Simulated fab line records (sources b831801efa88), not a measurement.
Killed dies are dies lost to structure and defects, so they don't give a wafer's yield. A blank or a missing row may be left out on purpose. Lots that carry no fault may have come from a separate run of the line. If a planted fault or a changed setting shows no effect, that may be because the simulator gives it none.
A struck lot beside a sound one || flow sky130 || 16 steps out of a route of 708
Sound: these wafers, L751.1, L751.3, L751.4. The struck wafers were L756.1, L756.5, L756.6. Last of all comes the cause.
Order at every step that has rows: each side's tool, ch and its chambers, its first start. Under that, the readings that differ: sound wafers || struck wafers || difference of the means || sigmas: that difference in standard deviations of wafers without a fault.
alike: readings with means less than 2 such deviations apart, plus words and numbers identical on both sides. not compared: withheld readings, readings lacking a value on some wafer, bounds such as >300 that could conceal the same value, and numbers that have no deviation in the record and whose values overlap.
A row with sigmas, a row that says differs or no value, or rows on one side alone: a step with any of these is where the two part. When numbers do not overlap yet have no deviation, they are printed without sigmas and do not part them. Lack of a reading on every wafer of one side parts them only where that side has two or more wafers.

first, 2 steps without rows for these wafers: SKY_VT_ADJUST_PCH_PEB_05; SKY_VT_ADJUST_PCH_DEVELOP_06 (develop time 60 s).
SKY_VT_ADJUST_PCH_OVL_MEAS_07:
  sound: overlay-01 at day 10 16:38; struck: overlay-01 at day 12 09:17
  alike: VT_ADJUST_PCH_OVL
following that, these wafers have no rows for 1 step: SKY_VT_ADJUST_PCH_IMPLANT_08.
SKY_VT_ADJUST_PCH_STRIP_09: strips in O2/N2.
  sound on plasma asher-02 ch 0,1, day 10 16:50; struck on plasma asher-02 ch 0,1, day 12 09:29
  alike: drypump motor current A, n2 flow sccm, oes product au, strip time to endpoint s
  not compared: rf hours counter h
SKY_VT_ADJUST_PCH_TW_MEAS_10:
  sound: film metro-04 at day 10 16:56; struck: film metro-03 at day 12 09:35
{"reading": "VT_ADJUST_PCH_TW", "sound": "141.5 141.5 141.2", "struck": "145.3 145.2 144.9", "difference": "+3.7", "sigmas": "+2"}
then, 6 steps without rows for these wafers: SKY_SONOS_TUNNEL_DEHYDRATE_00 (time 60 s); SKY_SONOS_TUNNEL_HMDS_01 (prime time 60 s); SKY_SONOS_TUNNEL_COAT_02 (resist thk 1140 nm); SKY_SONOS_TUNNEL_SOFTBAKE_03 (time 60 s); SKY_SONOS_TUNNEL_EXPOSE_04 (exposes mask TUNM, target cd 410 nm); SKY_SONOS_TUNNEL_PEB_05.
SKY_SONOS_TUNNEL_DEVELOP_06: develop time 60 s.
  sound on litho track-03 ch 0, day 11 16:39; struck on litho track-02 ch 0, day 13 10:26
{"reading": "developer temp C (C)", "sound": "22.97 23.02 22.98", "struck": "20.68 20.80 20.78", "difference": -2.24, "sigmas": -22}
  alike: exhaust pa
SKY_SONOS_TUNNEL_CD_MEAS_07: the cd target is 410 nm.
  sound: cd sem-01 at day 11 16:48; struck: cd sem-02 at day 13 10:35
{"reading": "cd nm (nm)", "sound": "412.9 411.3 412.2", "struck": "417.3 418.2 418.5", "difference": "+5.9", "sigmas": "+3"}
SKY_SONOS_TUNNEL_OVL_MEAS_08:
  sound: overlay-02 at day 11 16:55; struck: overlay-02 at day 13 10:43
  alike: SONOS_TUNNEL_OVL
-- the record jumps here: 34 days lie between the struck wafers' starts before and after (it left off in module SONOS_TUNNEL and takes up again in module PAD_OPEN, whose first step shown is number 708 of the route) --
SKY_PAD_OPEN_PROBE_99:
  sound: prober-01 at day 46 07:58; struck: prober-01 at day 47 14:14
  alike: killed_at_M0_to_M3, killed_at_M4_up, killed at contacts, killed at front end, killed at other, killed dies, killed open, killed short

## WHERE THEY PART
At SKY_VT_ADJUST_PCH_TW_MEAS_10 first; at SKY_SONOS_TUNNEL_CD_MEAS_07 last (within this record only). Later steps at which nothing parts them and some readings are alike: SKY_SONOS_TUNNEL_OVL_MEAS_08, SKY_PAD_OPEN_PROBE_99.

WHY: what had been put in by the simulator
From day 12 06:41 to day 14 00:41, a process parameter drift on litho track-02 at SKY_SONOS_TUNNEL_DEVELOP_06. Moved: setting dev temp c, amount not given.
